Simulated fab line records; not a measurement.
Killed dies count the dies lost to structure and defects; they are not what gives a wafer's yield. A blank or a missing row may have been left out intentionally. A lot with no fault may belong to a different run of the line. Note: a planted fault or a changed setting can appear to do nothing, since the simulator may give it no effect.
A lot that was struck, set against a sound lot || flow gf180mcu || 43 out of 602 route steps
Sound: these wafers, L112.1, L112.2, L112.3. Struck: wafers L125.3, L125.5, L125.6. Last of all comes the cause.
Order at every step that has rows: each side's tool, ch and its chambers, its first start. Under that, the readings that differ: sound wafers || struck wafers || difference of the means || sigmas: that difference in standard deviations of wafers without a fault.
alike: a reading whose means differ by less than 2 such deviations, as well as words and numbers matching on both sides. not compared: withheld readings; readings where some wafer has no value; bounds like >300 that might hide an equal value; numbers whose values overlap and for which the record gives no deviation.
A row with sigmas, a row that says differs or no value, or rows on one side alone: a step with any of these is where the two part. Numbers that don't overlap but have no deviation are shown without sigmas and don't part them. A reading that every wafer of one side lacks parts them only if that side has two wafers or more.

first, 2 steps without rows for these wafers: GF_MVSD_IMPLANT_08; GF_MVSD_IMPLANT_09.
GF_MVSD_STRIP_10: strips in O2/N2.
  sound on plasma_asher-01 ch 0,1, day 4 04:59; struck on plasma_asher-03 ch 0,1, day 7 14:20
  alike: drypump_motor_current_A, heater_power_w, oes_product_au, strip_time_to_endpoint_s
  not compared: rf_hours_counter_h
GF_MVSD_TW_MEAS_11:
  sound on film_metro-02 at day 4 05:05; struck on film_metro-02 at day 7 14:25
  alike: MVSD_TW
then, 7 steps without rows for these wafers: GF_MVPSD_DEHYDRATE_00 (time 60 s); GF_MVPSD_HMDS_01 (prime time 60 s); GF_MVPSD_COAT_02 (resist thk 3000 nm); GF_MVPSD_SOFTBAKE_03; GF_MVPSD_EXPOSE_04 (exposes mask MVPSD, target cd 1000 nm); GF_MVPSD_PEB_05; GF_MVPSD_DEVELOP_06 (develop time 60 s).
GF_MVPSD_OVL_MEAS_07:
  sound on overlay-02 at day 4 18:23; struck on overlay-01 at day 8 06:10
  alike: MVPSD_OVL
GF_MVPSD_IMPLANT_08:
  struck on implanter-02, day 8 06:14; sound on implanter-02 ch 0, day 4 18:25
  no value came back on the struck wafers for beam_energy_keV, beam_on_s (s), tilt_deg (degrees); on the sound wafers beam_energy_keV reads 169.94 169.95 169.95
following that, these wafers have no rows for 1 step: GF_MVPSD_IMPLANT_09.
GF_MVPSD_STRIP_10: strips in O2/N2.
  sound on plasma_asher-01 ch 0,1, day 4 18:43; struck on plasma_asher-01 ch 0,1, day 8 06:31
{"reading": "strip_time_to_endpoint_s (s)", "sound": "37.53 37.54 37.48", "struck": "37.27 37.32 37.25", "difference": -0.24, "sigmas": -2}
  alike: drypump_motor_current_A, heater_power_w, oes_product_au
  not compared: rf_hours_counter_h
GF_MVPSD_TW_MEAS_11:
  sound on film_metro-01 at day 4 18:49; struck on film_metro-03 at day 8 06:36
{"reading": "MVPSD_TW", "sound": "554 554 556", "struck": "324 327 325", "difference": -229, "sigmas": -76}
then, 7 steps without rows for these wafers: GF_VT_IMPLANT_DEHYDRATE_00 (time 60 s); GF_VT_IMPLANT_HMDS_01 (prime time 60 s); GF_VT_IMPLANT_COAT_02 (resist thk 1000 nm); GF_VT_IMPLANT_SOFTBAKE_03 (time 60 s); GF_VT_IMPLANT_EXPOSE_04 (exposes mask LVPWELL LV AREA, target cd 600 nm); GF_VT_IMPLANT_PEB_05; GF_VT_IMPLANT_DEVELOP_06 (develop time 60 s).
GF_VT_IMPLANT_OVL_MEAS_07:
  sound on overlay-01 at day 5 08:57; struck on overlay-01 at day 8 23:01
{"reading": "VT_IMPLANT_OVL (nm)", "sound": "-0.5 -1.4 -1.7", "struck": "3.1 1.1 2.3", "difference": "+3.4", "sigmas": "+2"}
following that, these wafers have no rows for 1 step: GF_VT_IMPLANT_IMPLANT_08.
GF_VT_IMPLANT_STRIP_09: strips in O2/N2.
  sound on plasma_asher-02 ch 0,1, day 5 09:08; struck on plasma_asher-02 ch 0,1, day 8 23:13
  alike: drypump_motor_current_A, heater_power_w, oes_product_au, strip_time_to_endpoint_s
  not compared: rf_hours_counter_h
GF_VT_IMPLANT_TW_MEAS_10:
  sound on film_metro-03 at day 5 09:14; struck on film_metro-03 at day 8 23:18
  alike: VT_IMPLANT_TW
then, 7 steps without rows for these wafers: GF_VT_IMPLANT_DEHYDRATE_11 (time 60 s); GF_VT_IMPLANT_HMDS_12 (prime time 60 s); GF_VT_IMPLANT_COAT_13 (resist thk 1000 nm); GF_VT_IMPLANT_SOFTBAKE_14 (time 60 s); GF_VT_IMPLANT_EXPOSE_15 (exposes mask Nwell LV AREA, target cd 860 nm); GF_VT_IMPLANT_PEB_16; GF_VT_IMPLANT_DEVELOP_17 (develop time 60 s).
GF_VT_IMPLANT_OVL_MEAS_18:
  sound on overlay-02 at day 5 23:27; struck on overlay-02 at day 9 15:37
  alike: VT_IMPLANT_01_OVL
following that, these wafers have no rows for 1 step: GF_VT_IMPLANT_IMPLANT_19.
GF_VT_IMPLANT_STRIP_20: strips in O2/N2.
  sound on plasma_asher-03 ch 0,1, day 5 23:38; struck on plasma_asher-04 ch 0,1, day 9 15:50
  alike: drypump_motor_current_A, heater_power_w, oes_product_au, strip_time_to_endpoint_s
  not compared: rf_hours_counter_h
GF_VT_IMPLANT_TW_MEAS_21:
  sound on film_metro-03 at day 5 23:44; struck on film_metro-04 at day 9 15:55
  alike: VT_IMPLANT_2_TW
then, 4 steps without rows for these wafers: GF_VT_IMPLANT_DEHYDRATE_22 (time 60 s); GF_VT_IMPLANT_HMDS_23 (prime time 60 s); GF_VT_IMPLANT_COAT_24 (resist thk 1000 nm); GF_VT_IMPLANT_SOFTBAKE_25 (time 60 s).
GF_VT_IMPLANT_RS_MEAS_49: the measuring method here is four-point-probe.
  sound on film_metro-01 at day 7 07:14; struck on film_metro-01 at day 11 04:21
{"reading": "MVPSD_RS (ohm/sq)", "sound": "1166 1167 1168", "struck": "3973 3968 3962", "difference": "+2801", "sigmas": "+99 or more"}

## WHERE THEY PART
At GF_MVPSD_IMPLANT_08 first; at GF_VT_IMPLANT_RS_MEAS_49 last (within this record only).

WHY: the cause the simulator had injected
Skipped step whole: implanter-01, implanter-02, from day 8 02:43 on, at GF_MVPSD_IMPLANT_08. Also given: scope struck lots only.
